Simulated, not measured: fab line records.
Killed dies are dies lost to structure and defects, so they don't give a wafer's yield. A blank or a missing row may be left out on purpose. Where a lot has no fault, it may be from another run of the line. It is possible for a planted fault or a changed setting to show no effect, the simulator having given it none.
2 desks looking at one fault + flow gf180mcu + every desk sees just its own numbers, and what lay behind them comes last

THE METROLOGY DESK
Means of the sampled wafers that have a number, per lot and without regard to the tool the lot ran on: this is what the gauges read. A lot is out of limits, marked OUT, if its mean lies more than 4 standard deviations from the usual mean; the brackets give that distance.
Columns: A = V5_CVD_02_THK at GF_V5_THK_MEAS_03, usual 1455 nm
| lot  | first seen here | A    |
|------|-----------------|------|
| L343 | day 26 23:35    | 1445 |
| L344 | day 27 11:57    | 1453 |
| L345 | day 27 13:25    | 1480 |
| L346 | day 28 00:05    | 1447 |
| L347 | day 28 08:05    | 1444 |
| L352 | day 29 21:34    | 1458 |
| L351 | day 29 23:50    | 1431 |
| L354 | day 30 09:54    | 1460 |
| L356 | day 31 08:03    | 1448 |
| L361 | day 32 06:38    | 1442 |
| L362 | day 32 15:22    | 1462 |
| L364 | day 32 20:49    | 1446 |
Result from this desk: across the 12 lots, nothing is out of limits.

FOR THE TOOL OWNER'S DESK: rieDiel-02
The tool's own readings at GF_V1_ETCH_17 (etches SiO2 in C4F8/O2/Ar, stops on TiN, target depth 630 nm): means of the sampled wafers that have a number, for each lot that ran on this tool. A lot is out of limits, marked OUT, if its mean lies more than 4 standard deviations from the usual mean; the brackets give that distance.
Columns: A = biasW at GF_V1_ETCH_17, usual 1200 W; B = oesProductAu at GF_V1_ETCH_17, usual 0.855 a.u.
| lot  | first seen here | A    | B     |
|------|-----------------|------|-------|
| L344 | day 19 08:00    | 1201 | 0.855 |
| L345 | day 19 14:00    | 1201 | 0.856 |
| L346 | day 20 00:00    | 1200 | 0.856 |
| L351 | day 22 12:00    | 1198 | 0.860 |
| L354 | day 22 23:00    | 1201 | 0.854 |
| L356 | day 24 03:00    | 1202 | 0.854 |
| L361 | day 25 07:00    | 1195 | 0.853 |
| L364 | day 26 03:00    | 1199 | 0.857 |
Result from this desk: across the 8 lots, nothing is out of limits.

BROUGHT TOGETHER
The metrology desk saw nothing out of limits.
The desk of the tool owner found nothing out of limits.

WHAT HAD BEEN PUT IN BY THE SIMULATOR
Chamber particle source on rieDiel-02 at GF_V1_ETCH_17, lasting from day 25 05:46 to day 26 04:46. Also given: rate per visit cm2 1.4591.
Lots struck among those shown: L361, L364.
